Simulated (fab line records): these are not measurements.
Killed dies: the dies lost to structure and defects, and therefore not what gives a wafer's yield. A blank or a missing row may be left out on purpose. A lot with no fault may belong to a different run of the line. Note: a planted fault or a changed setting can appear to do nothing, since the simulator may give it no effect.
A struck lot beside a sound one :: flow sky130 :: 18 steps out of a route of 708
Sound: the wafers L133.3, L133.5, L133.6. Wafers L139.2, L139.3, L139.5 were the ones struck. At the end, the cause is stated.
Each step with rows lists, per side, the tool, then ch with its chambers, then its first start. Under that, the readings that differ: sound wafers :: struck wafers :: difference of the means :: sigmas: that difference in standard deviations of wafers without a fault.
alike: same words and numbers on both sides, and readings whose means sit less than 2 such deviations apart. not compared: any withheld reading, any reading some wafer has no value for, any bound like >300 that may hide the same value, and any number with overlapping values for which the record gives no deviation.
Wherever a step has rows on one side only, a row that says differs or no value, or a row with sigmas, the two part there. Numbers that have no deviation but don't overlap get no sigmas and don't part them. A reading missing from all wafers of one side parts the sides only when that side holds two or more wafers.

first, 4 steps without rows for these wafers: SKY_VT_ADJUST_HVTR_SOFTBAKE_03 (time 60 s); SKY_VT_ADJUST_HVTR_EXPOSE_04 (exposes mask HVTRM, target cd 380 nm); SKY_VT_ADJUST_HVTR_PEB_05; SKY_VT_ADJUST_HVTR_DEVELOP_06 (develop time 60 s).
SKY_VT_ADJUST_HVTR_CD_MEAS_07: the cd target is 380 nm.
  struck on cd sem-01, day 14 06:37; sound on cd sem-01, day 13 01:01
  alike: cd nm
SKY_VT_ADJUST_HVTR_OVL_MEAS_08:
  struck on overlay-01, day 14 06:43; sound on overlay-01, day 13 01:06
  alike: VT_ADJUST_HVTR_OVL
following that, these wafers have no rows for 1 step: SKY_VT_ADJUST_HVTR_IMPLANT_09.
SKY_VT_ADJUST_HVTR_STRIP_10: strips in O2/N2.
  sound on plasma asher-04 ch 0,1, day 13 01:19; struck on plasma asher-03 ch 0,1, day 14 06:53
  alike: drypump motor current A, n2 flow sccm, oes product au, strip time to endpoint s
  not compared: rf hours counter h
SKY_VT_ADJUST_HVTR_TW_MEAS_11:
  struck on film metro-04, day 14 07:00; sound on film metro-04, day 13 01:24
  alike: VT_ADJUST_HVTR_TW
then, 3 steps without rows for these wafers: SKY_VT_ADJUST_PCH_DEHYDRATE_00 (time 60 s); SKY_VT_ADJUST_PCH_HMDS_01 (prime time 60 s); SKY_VT_ADJUST_PCH_COAT_02 (resist thk 3000 nm).
SKY_VT_ADJUST_PCH_SOFTBAKE_03:
  sound on litho track-03 ch 0, day 13 14:53; struck on litho track-03 ch 0, day 14 21:12
reading: heater power total W (W)
sound: 65.27 65.38 65.38
struck: 63.69 63.43 63.37
difference: -1.85
sigmas: -13

reading: plate temp C (C)
sound: 109.91 109.96 110.20
struck: 107.93 107.71 107.69
difference: -2.25
sigmas: -17
  alike: resist line temp C
then, 2 steps without rows for these wafers: SKY_VT_ADJUST_PCH_EXPOSE_04 (exposes mask NWM, target cd 840 nm); SKY_VT_ADJUST_PCH_PEB_05.
SKY_VT_ADJUST_PCH_DEVELOP_06: develop time 60 s.
  sound on litho track-01 ch 0; struck on litho track-03 ch 0
  alike: resist line temp C
  not compared: model.coat_of_VT_ADJUST_PCH_COAT_02.thk nm
SKY_VT_ADJUST_PCH_OVL_MEAS_07:
  struck on overlay-02, day 15 11:05; sound on overlay-02, day 14 03:50
  alike: VT_ADJUST_PCH_OVL
-- record jumps: 34 days separate the struck wafers' starts on either side; left off in module VT_ADJUST_PCH, taken up again in module PAD_OPEN, whose first shown step is the route's number 708 --
SKY_PAD_OPEN_PROBE_99:
  struck on prober-01, day 49 20:03; sound on prober-01, day 48 15:06
  alike: killed_at_M0_to_M3, killed_at_M4_up, killed at contacts, killed at front end, killed at other, killed dies, killed on rim, killed open, killed short

== WHERE THEY PART ==
At SKY_VT_ADJUST_PCH_SOFTBAKE_03 and nowhere else, as far as this record goes. Later steps at which nothing parts them and some readings are alike: SKY_VT_ADJUST_PCH_DEVELOP_06, SKY_VT_ADJUST_PCH_OVL_MEAS_07, SKY_PAD_OPEN_PROBE_99.

WHY: what had been put in by the simulator
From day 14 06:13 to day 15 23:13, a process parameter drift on litho track-03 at SKY_VT_ADJUST_PCH_SOFTBAKE_03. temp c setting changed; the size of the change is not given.
